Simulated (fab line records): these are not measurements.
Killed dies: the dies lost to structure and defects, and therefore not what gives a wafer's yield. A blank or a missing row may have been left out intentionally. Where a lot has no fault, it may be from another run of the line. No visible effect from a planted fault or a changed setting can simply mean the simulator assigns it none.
Commonality check across tools -- flow gf180mcu -- Sample size 12 lots and 36 wafers

WHY IT WAS OPENED
Of 12 lots, 3 have the reading V3_CVD_02_THK flagged at GF_V3_THK_MEAS_03. Fault-free wafers read 848 nm, with a standard deviation of 11.
Rule: a lot is flagged in two cases, either no wafer of it has a number, or all its wafers with numbers fall more than 4 standard deviations from that mean. The rest of the lots are taken to be sound.

lot,measured,on,"V3_CVD_02_THK (nm), wafer by wafer",flag
L451,day 21 07:57,film-metro-02,847 841 857,
L452,day 21 16:05,film-metro-02,843 843 852,
L453,day 22 04:27,film-metro-01,847 861 859,
L460,day 24 19:28,film-metro-04,842 856 838,
L461,day 25 00:32,film-metro-04,843 839 870,
L462,day 25 10:25,film-metro-02,838 851 855,
L463,day 25 18:04,film-metro-02,930 926 930,FLAGGED
L464,day 26 00:24,film-metro-04,911 914 935,FLAGGED
L466,day 26 10:10,film-metro-01,846 852 850,
L465,day 26 15:53,film-metro-04,907 915 929,FLAGGED
L474,day 28 17:59,film-metro-02,838 857 850,
L473,day 28 20:28,film-metro-02,844 841 847,
Average over the flagged lots: 922 nm; offset from the usual +74 nm, equal to +7 standard deviations.

LOT BY LOT: THE TOOL USED
The record holds 1 process step before the reading, out of a route of 602 steps. Each cell gives the tool, then ch followed by the chambers the sampled wafers passed through, then the start.
lot,flag,GF_V3_CVD_02
L451,,"pecvd-03 ch 0,1,2, day 21 07:52"
L452,,"pecvd-04 ch 0,2, day 21 15:59"
L453,,"pecvd-04 ch 1,2, day 22 04:22"
L460,,"pecvd-03 ch 0,1, day 24 19:25"
L461,,"pecvd-03 ch 1,2, day 25 00:28"
L462,,"pecvd-03 ch 0,2, day 25 10:21"
L463,FLAGGED,"pecvd-03 ch 0,1,2, day 25 17:59"
L464,FLAGGED,"pecvd-03 ch 0,1,2, day 26 00:20"
L466,,"pecvd-02 ch 0,1,2, day 26 10:05"
L465,FLAGGED,"pecvd-03 ch 0,2, day 26 15:49"
L474,,"pecvd-04 ch 0,1,2, day 28 17:55"
L473,,"pecvd-02 ch 0,1,2, day 28 20:24"
What the steps here do:
- GF_V3_CVD_02: deposits SiO2 from TEOS, target thk 850 nm, time 94.851 s.
- GF_V3_THK_MEAS_03

FLAGGED AGAINST TOTAL, ONE TOOL AT A TIME (gauges that did the reading follow at the end)
step,tool,lots run,flagged,share of the flagged lots,sound lots run after its first flagged lot
GF_V3_CVD_02,pecvd-02,2,0,none,-
GF_V3_CVD_02,pecvd-03,7,3,all,0
GF_V3_CVD_02,pecvd-04,3,0,none,-
GF_V3_THK_MEAS_03,film-metro-01,2,0,none,-
GF_V3_THK_MEAS_03,film-metro-02,6,1,some,"2 (L474,L473)"
GF_V3_THK_MEAS_03,film-metro-04,4,2,some,0

WHAT IS ALLOWED BY THE TABLE
Rows of the table that ran each flagged lot: 1, that is pecvd-03 at GF_V3_CVD_02.
- pecvd-03 at GF_V3_CVD_02 ran 7 lots, 3 of them flagged. It ran its last sound lot, L462, at day 25 10:21 and its first flagged lot, L463, at day 25 17:59: a fault with its onset between the two fits. Its own readings (run-length-s) fall more than 4 standard deviations out on all wafers of the flagged lots.
pecvd-03 at GF_V3_CVD_02 is the single tool remaining.

WHAT THE SIMULATOR HAD PUT IN
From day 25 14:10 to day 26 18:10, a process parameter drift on pecvd-03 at GF_V3_CVD_02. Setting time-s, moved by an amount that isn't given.
Struck lots among those shown: L463, L464, L465. The rule given above showed the same thing.
